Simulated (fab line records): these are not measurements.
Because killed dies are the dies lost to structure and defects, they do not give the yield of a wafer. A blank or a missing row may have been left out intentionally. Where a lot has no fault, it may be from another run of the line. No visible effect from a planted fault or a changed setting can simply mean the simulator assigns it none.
2 desks looking at one fault	flow sfq-line	what lay behind the numbers comes last; until then each desk has only its own

== AT THE METROLOGY DESK ==
What the gauges read, lot by lot, whatever tool the lot ran on: means of the sampled wafers that have a number. The brackets show how far a lot's mean lies from the usual mean; more than 4 standard deviations puts the lot out of limits, marked OUT.
Columns: A = I1_BOW at SFQ_I1_BOW_MEAS_912, usual 0 um
lot	first seen here	A
L615	day 13 13:05	-1
L616	day 13 22:05	6
L617	day 13 23:38	7
L618	day 14 04:04	-1
L619	day 14 05:38	4
L620	day 14 11:38	-7
L621	day 14 20:39	3
L622	day 15 06:34	-1
L623	day 15 19:07	7
L624	day 16 09:21	3
L631	day 18 08:26	-2
L632	day 18 11:25	-5
L633	day 18 14:26	-3
L634	day 19 00:13	1
L638	day 19 17:59	0
This desk found nothing out of limits on any of the 15 lots.

== THE TOOL OWNER'S DESK: cmp-01 ==
The tool's own readings at SFQ_TRILAYER_I1_CMP_CMP_046 (polishes SiO2): means of the sampled wafers that have a number, for each lot that ran on this tool. The brackets show how far a lot's mean lies from the usual mean; more than 4 standard deviations puts the lot out of limits, marked OUT.
Columns: A = head-pressure-psi at SFQ_TRILAYER_I1_CMP_CMP_046, usual 3.000 psi; B = motor-current-A at SFQ_TRILAYER_I1_CMP_CMP_046, usual 9.7 A; C = time-to-endpoint-s at SFQ_TRILAYER_I1_CMP_CMP_046, usual 215 s
lot	first seen here	A	B	C
L617	day 13 21:08	2.996	9.6	216
L619	day 14 03:08	3.003	9.5	230
L620	day 14 08:38	3.006	9.6	212
L621	day 14 18:38	3.007	9.3	216
L622	day 15 03:34	2.994	9.6	215
L624	day 16 06:51	2.994	9.6	220
L631	day 18 05:52	3.006	9.3	259 (+4.4) OUT
L632	day 18 09:22	3.003	9.5	234
L633	day 18 11:26	3.007	9.5	226
This desk finds L631 out of limits, L631 being first, at day 18 05:52 (time-to-endpoint-s at SFQ_TRILAYER_I1_CMP_CMP_046). L617, L619, L620, L621, L622, L624, L632, L633 stayed within limits.

== TAKEN TOGETHER ==
The tool owner's desk could have raised an alarm at day 18 05:52, on L631.
The metrology desk saw nothing out of limits.
The metrology desk holds a record of L631, inside its limits.
SFQ_TRILAYER_I1_CMP_CMP_046 was run on cmp-01 by each of the lots named.

== WHAT WAS PUT IN BY THE SIMULATOR ==
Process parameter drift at SFQ_TRILAYER_I1_CMP_CMP_046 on cmp-01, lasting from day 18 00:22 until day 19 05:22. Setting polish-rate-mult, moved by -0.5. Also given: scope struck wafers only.
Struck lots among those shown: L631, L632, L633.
Hours from the fault's start to each desk's first reading out of limits: the tool owner's desk, 6.
